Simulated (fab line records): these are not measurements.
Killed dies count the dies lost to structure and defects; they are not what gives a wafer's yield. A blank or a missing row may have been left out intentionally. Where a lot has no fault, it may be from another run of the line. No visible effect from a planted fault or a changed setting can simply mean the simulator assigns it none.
fab line records    flow sky130
record: lots: 13  wafers: 37  last-day: 49
route steps=708 shown LOCAL_INTERCONNECT@402 CONTACT@406 VIA1@458
lots untouched by any fault: they come from a run of this same line in which no faults occurred
start-h: hours from the record's first day to the start of the lot's first wafer shown    wait-h: hours since the lot's step before    " identical to the entry in the row above    L1.1+2: one row covering several wafers at once    - no value, or no start given    * or withheld: withheld    < > ~ a bound
route shown NAME@n: NAME is a module with steps in the file, n the number in the route of the first one    usual: mean and standard deviation over wafers with no fault    same: alike in all rows    chamber/n: place in a boat    sites: the reading at each site    _std_site: the values' standard deviation    _edge_site: the outer-site mean with the inner-site mean subtracted    radius-mm: how far each site lies from the wafer's centre    mask NAME#n: copy n    behind: the most recent tool/chamber to have shaped the wafer    hold: why the lot went on hold/how many hours it stayed there/how the hold came to an end    device: the transistor (n, p or np) that didn't switch    end of line: tests of these same wafers at the route's end    where a step has no rows: the recipe by itself    killed: dies lost to structure and defects at the first sort, not the wafer's yield    map: the dies of a wafer, with x for killed, . for not killed, _ for no die there
set.NAME: setting as actually run; set.NAME@STEP: the setting as run at that earlier step    model.NAME: the simulator's own value behind a step, which no gauge read
a sample of lots followed through the steps of the route, with each step as a table and each wafer as a row
services: the hour from which a tool's chamber was out of use, counted from the record's first day as start-h (under 0 if before that day), plus the number of hours and why
== steps ==
step: SKY_LOCAL_INTERCONNECT_STRIP_15
recipe: chemistry: O2/N2  power-w: 1400  pressure-mtorr: 1500  platen-temp-c: withheld  o2-flow-sccm: 3000  n2-flow-sccm: 300  overash-fraction: 0.5
usual: drypump-motor-current-A: 5.94/0.22  oes-product-au: 0.426/0.0047  strip-time-to-endpoint-s: 4.715/0.027
lot.wafer  tool             chamber  start-h  wait-h  drypump-motor-current-A  oes-product-au  rf-hours-counter-h  strip-time-to-endpoint-s
L673.1     plasma-asher-01  1        702.63   0.0     5.66                     0.428           89                  4.739
L673.2     "                0        "        "       6.32                     0.420           89                  4.720
L673.3     "                1        "        "       5.66                     0.426           -                   4.716
L674.1     plasma-asher-04  1        710.34   0.0     5.90                     0.424           28                  4.719
L674.3     "                1        "        "       5.90                     0.422           -                   4.711
L674.6     "                1        "        "       5.91                     0.421           -                   4.706
L675.4     plasma-asher-03  1        723.21   0.1     6.10                     0.428           -                   4.720
L675.5     "                1        "        "       6.10                     0.432           -                   4.710
L675.6     "                0        "        "       5.65                     0.424           -                   4.727
L677.1     plasma-asher-04  1        741.61   0.0     5.89                     0.424           32                  4.735
L677.2     "                0        "        "       6.03                     0.431           32                  4.723
L677.5     "                0        "        "       6.01                     0.423           -                   4.749
L678.2     plasma-asher-03  1        750.13   0.0     6.17                     0.420           1                   4.724
L678.3     "                1        "        "       6.16                     0.422           -                   4.710
L678.6     "                1        "        "       6.18                     0.432           -                   4.734
L680.1     plasma-asher-04  1        759.41   0.0     5.89                     0.433           33                  4.717
L680.2     "                0        "        "       6.02                     0.423           33                  4.728
L680.6     "                1        "        "       5.92                     0.419           -                   4.678
L683.3     plasma-asher-03  1        786.64   0.1     6.11                     0.432           -                   4.706
L683.4     "                0        "        "       5.67                     0.420           -                   4.670
L683.6     "                0        "        "       5.68                     0.430           -                   4.717
L685.2     plasma-asher-03  1        800.38   0.0     6.10                     0.427           5                   4.718
L686.1     plasma-asher-04  0        809.96   0.0     6.03                     0.431           39                  4.721
L686.3     "                1        "        "       5.90                     0.422           -                   4.743
L686.4     "                0        "        "       6.03                     0.426           -                   4.714
L687.3     plasma-asher-03  0        817.97   0.1     5.65                     0.431           -                   4.735
L687.4     "                1        "        "       6.13                     0.420           -                   4.733
L687.6     "                1        "        "       6.18                     0.428           -                   4.713
L688.3     plasma-asher-04  0        821.86   0.1     6.04                     0.443           -                   4.711
L688.4     "                1        "        "       5.93                     0.425           -                   4.763
L688.6     "                0        "        "       6.03                     0.424           -                   4.718
L689.2     plasma-asher-04  0        827.88   0.0     6.04                     0.430           41                  4.722
L689.3     "                0        "        "       6.04                     0.424           -                   4.733
L689.4     "                1        "        "       5.90                     0.435           -                   4.695
L692.1     plasma-asher-01  1        864.98   0.0     5.62                     0.441           105                 4.740
L692.3     "                1        "        "       5.62                     0.424           -                   4.760
L692.5     "                0        "        "       6.27                     0.426           -                   4.772
step: SKY_CONTACT_CVD_00
recipe: material: Si3N4  target-thk-nm: 75  temp-c: 400  time-s: withheld  rf-w: 450
usual: heater-power-w: 710/110  susceptor-temp-C: 399.97/0.22
lot.wafer  tool      chamber  start-h  wait-h  heater-power-w  susceptor-temp-C
L673.1     pecvd-02  2        703.30   0.0     684             400.07
L673.2     "         1        "        "       656             399.70
L673.3     "         0        "        "       882             399.89
L674.1     pecvd-01  0        710.97   0.0     723             399.87
L674.3     "         2        "        "       652             400.08
L674.6     "         1        "        "       699             399.97
L675.4     pecvd-03  1        723.79   0.0     737             399.60
L675.5     "         1        "        "       733             399.57
L675.6     "         0        "        "       589             399.94
L677.1     pecvd-02  2        742.24   0.0     618             400.10
L677.2     "         1        "        "       618             399.59
L677.5     "         1        "        "       615             399.31
L678.2     pecvd-03  2        750.81   0.0     927             399.92
L678.3     "         1        "        "       628             400.03
L678.6     "         0        "        "       551             399.87
L680.1     pecvd-02  2        760.04   0.0     645             399.99
L680.2     "         0        "        "       927             400.01
L680.6     "         0        "        "       961             399.63
L683.3     pecvd-03  2        787.21   0.0     766             400.14
L683.4     "         1        "        "       589             399.81
L683.6     "         0        "        "       556             400.23
L685.2     pecvd-01  0        801.46   0.0     697             399.95
L686.1     pecvd-03  0        810.56   0.0     558             400.06
L686.3     "         2        "        "       910             399.74
L686.4     "         2        "        "       914             399.66
L687.3     pecvd-03  2        818.73   0.0     915             400.15
L687.4     "         0        "        "       576             400.04
L687.6     "         1        "        "       677             400.18
L688.3     pecvd-01  0        822.78   0.0     626             400.14
L688.4     "         1        "        "       672             400.50
L688.6     "         0        "        "       655             399.48
L689.2     pecvd-02  1        828.47   0.0     654             400.20
L689.3     "         0        "        "       893             400.21
L689.4     "         0        "        "       877             400.10
L692.1     pecvd-02  1        865.58   0.0     714             400.24
L692.3     "         0        "        "       854             400.13
L692.5     "         0        "        "       875             400.11
step: SKY_CONTACT_THK_MEAS_03
recipe: reads: SiO2_of_CONTACT_HDPCVD_02
usual: CONTACT_HDPCVD_THK: 565/6.2
lot.wafer  tool           chamber  start-h  wait-h  CONTACT_HDPCVD_THK[nm]
L673.1     film-metro-02  -        703.47   0.0     565
L673.2     "              -        "        "       558
L673.3     "              -        "        "       574
L674.1     film-metro-04  -        711.13   0.0     572
L674.3     "              -        "        "       573
L674.6     "              -        "        "       567
L675.4     film-metro-03  -        723.98   0.0     560
L675.5     "              -        "        "       560
L675.6     "              -        "        "       558
L677.1     film-metro-02  -        742.40   0.0     571
L677.2     "              -        "        "       577
L677.5     "              -        "        "       571
L678.2     film-metro-04  -        751.01   0.1     570
L678.3     "              -        "        "       577
L678.6     "              -        "        "       578
L680.1     film-metro-04  -        760.20   0.0     555
L680.2     "              -        "        "       553
L680.6     "              -        "        "       555
L683.3     film-metro-04  -        787.39   0.1     568
L683.4     "              -        "        "       567
L683.6     "              -        "        "       560
L685.2     film-metro-02  -        801.64   0.0     578
L686.1     film-metro-04  -        810.72   0.0     566
L686.3     "              -        "        "       566
L686.4     "              -        "        "       561
L687.3     film-metro-02  -        818.91   0.1     559
L687.4     "              -        "        "       570
L687.6     "              -        "        "       567
L688.3     film-metro-04  -        822.96   0.1     573
L688.4     "              -        "        "       564
L688.6     "              -        "        "       564
L689.2     film-metro-04  -        828.64   0.0     572
L689.3     "              -        "        "       572
L689.4     "              -        "        "       570
L692.1     film-metro-02  -        865.74   0.0     565
L692.3     "              -        "        "       565
L692.5     "              -        "        "       563
step: SKY_VIA1_HDPCVD_00
recipe: material: SiO2  target-thk-nm: 1030  sigma-open-frac: 0.3  time-s: 171.7  temp-c: 400  sih4-flow-sccm: 60  pressure-mtorr: 6
usual: sih4-flow-sccm: 60.00/0.16  susceptor-temp-C: 399.99/0.23
lot.wafer  tool       chamber  start-h  wait-h  sih4-flow-sccm  susceptor-temp-C
L673.1     hdpcvd-01  1        761.44   0.0     60.10           399.76
L673.2     "          0        "        "       60.16           400.08
L673.3     "          2        "        "       59.98           400.57
L674.1     hdpcvd-01  1        768.10   0.0     59.74           400.22
L674.3     "          2        "        "       59.96           399.81
L674.6     "          1        "        "       59.93           400.51
L675.4     hdpcvd-01  1        781.81   0.1     60.19           399.93
L675.5     "          0        "        "       60.37           400.07
L675.6     "          2        "        "       60.08           399.80
L677.1     hdpcvd-01  2        799.83   0.0     60.04           400.11
L677.2     "          1        "        "       60.09           400.22
L677.5     "          0        "        "       59.76           400.09
L678.2     hdpcvd-02  0        807.95   0.0     59.99           400.08
L678.3     "          1        "        "       59.70           399.69
L678.6     "          1        "        "       60.20           399.45
L680.1     hdpcvd-01  1        816.09   0.0     60.00           399.60
L680.2     "          0        "        "       60.17           399.68
L680.6     "          2        "        "       59.70           399.93
L683.3     hdpcvd-01  2        841.66   0.0     60.17           399.63
L683.4     "          2        "        "       59.85           400.20
L683.6     "          1        "        "       60.08           400.21
L685.2     hdpcvd-01  2        856.74   0.0     50.79           400.03
L686.1     hdpcvd-02  1        866.78   0.0     59.89           399.95
L686.3     "          0        "        "       59.98           399.77
L686.4     "          1        "        "       59.75           399.73
L687.3     hdpcvd-02  1        874.78   0.0     60.41           400.40
L687.4     "          1        "        "       60.28           400.40
L687.6     "          2        "        "       60.37           400.04
L688.3     hdpcvd-02  2        878.13   0.0     60.09           399.90
L688.4     "          2        "        "       60.05           399.87
L688.6     "          0        "        "       60.09           399.86
L689.2     hdpcvd-02  1        883.53   0.0     60.18           400.20
L689.3     "          2        "        "       60.06           400.09
L689.4     "          2        "        "       60.16           400.00
L692.1     hdpcvd-02  1        920.25   0.0     60.14           399.98
L692.3     "          2        "        "       60.04           400.05
L692.5     "          1        "        "       60.25           400.21
step: SKY_VIA1_THK_MEAS_01
recipe: reads: SiO2_of_VIA1_HDPCVD_00
usual: VIA1_HDPCVD_THK: 1029/10
lot.wafer  tool           chamber  start-h  wait-h  VIA1_HDPCVD_THK[nm]
L673.1     film-metro-03  -        761.56   0.1     1031
L673.2     "              -        "        "       1028
L673.3     "              -        "        "       1025
L674.1     film-metro-01  -        768.21   0.1     1033
L674.3     "              -        "        "       1036
L674.6     "              -        "        "       1025
L675.4     film-metro-04  -        781.89   0.0     1038
L675.5     "              -        "        "       1040
L675.6     "              -        "        "       1035
L677.1     film-metro-01  -        799.94   0.1     1025
L677.2     "              -        "        "       1043
L677.5     "              -        "        "       1028
L678.2     film-metro-04  -        808.08   0.1     1016
L678.3     "              -        "        "       1015
L678.6     "              -        "        "       1009
L680.1     film-metro-04  -        816.21   0.1     1041
L680.2     "              -        "        "       1021
L680.6     "              -        "        "       1038
L683.3     film-metro-01  -        841.79   0.1     1020
L683.4     "              -        "        "       1010
L683.6     "              -        "        "       1041
L685.2     film-metro-04  -        856.87   0.1     878
L686.1     film-metro-01  -        866.89   0.1     1026
L686.3     "              -        "        "       1022
L686.4     "              -        "        "       1015
L687.3     film-metro-04  -        874.91   0.1     1026
L687.4     "              -        "        "       1028
L687.6     "              -        "        "       1033
L688.3     film-metro-03  -        878.26   0.1     1037
L688.4     "              -        "        "       1032
L688.6     "              -        "        "       1019
L689.2     film-metro-04  -        883.66   0.1     1033
L689.3     "              -        "        "       1028
L689.4     "              -        "        "       1025
L692.1     film-metro-04  -        920.36   0.1     1021
L692.3     "              -        "        "       1021
L692.5     "              -        "        "       1016
== services ==
tool             chamber  start-h  hours  kind
pecvd-03         0        679.57   5.5    scheduled-down
pecvd-02         -        682.20   5.5    pm
pecvd-03         2        688.77   2.1    scheduled-down
plasma-asher-04  -        692.03   7.9    repair
plasma-asher-04  -        705.02   1.2    repair
plasma-asher-03  -        711.27   0.8    repair
pecvd-01         -        717.31   14.6   pm
pecvd-03         2        719.98   20.8   repair
pecvd-02         -        729.47   1.1    repair
plasma-asher-03  -        733.75   9.0    pm
pecvd-01         -        745.57   0.7    repair
hdpcvd-01        0        749.68   2.0    repair
plasma-asher-01  -        753.59   0.4    repair
pecvd-02         -        756.94   1.0    repair
hdpcvd-02        -        766.41   2.8    repair
pecvd-03         -        791.54   0.5    repair
hdpcvd-02        -        842.51   0.4    repair
plasma-asher-03  -        847.74   0.4    repair
plasma-asher-03  -        859.23   1.7    repair
hdpcvd-01        -        867.59   1.1    repair
plasma-asher-03  -        871.46   2.8    repair
pecvd-02         0        877.69   1.9    repair
pecvd-01         -        911.81   6.0    pm
plasma-asher-03  -        916.25   6.7    repair
== key ==
first-sign: step: SKY_VIA1_HDPCVD_00  reading: sih4-flow-sccm  direction: down  sigmas: 57  usual: 60.00  struck: 50.79
effect: step: SKY_VIA1_THK_MEAS_01  reading: VIA1_HDPCVD_THK  direction: down  sigmas: 15  usual: 1029  struck: 878
met-at SKY_VIA1_HDPCVD_00
struck-lots L685
struck-wafers L685.2
rows-end L685.2
not-acting-at SKY_LOCAL_INTERCONNECT_STRIP_15,SKY_CONTACT_CVD_00,SKY_CONTACT_THK_MEAS_03
onset-between 841.66 856.74
fault: kind: process-parameter-drift  tool: hdpcvd-01  chamber: 2  onset-h: 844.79  steps: SKY_VIA1_HDPCVD_00  channel: sih4-flow-sccm  offset: -9  shape: step  acts-in: these-recipes-only  stated: 60
rows-end: these wafers met a further fault down the route, and their rows from its step on are left out
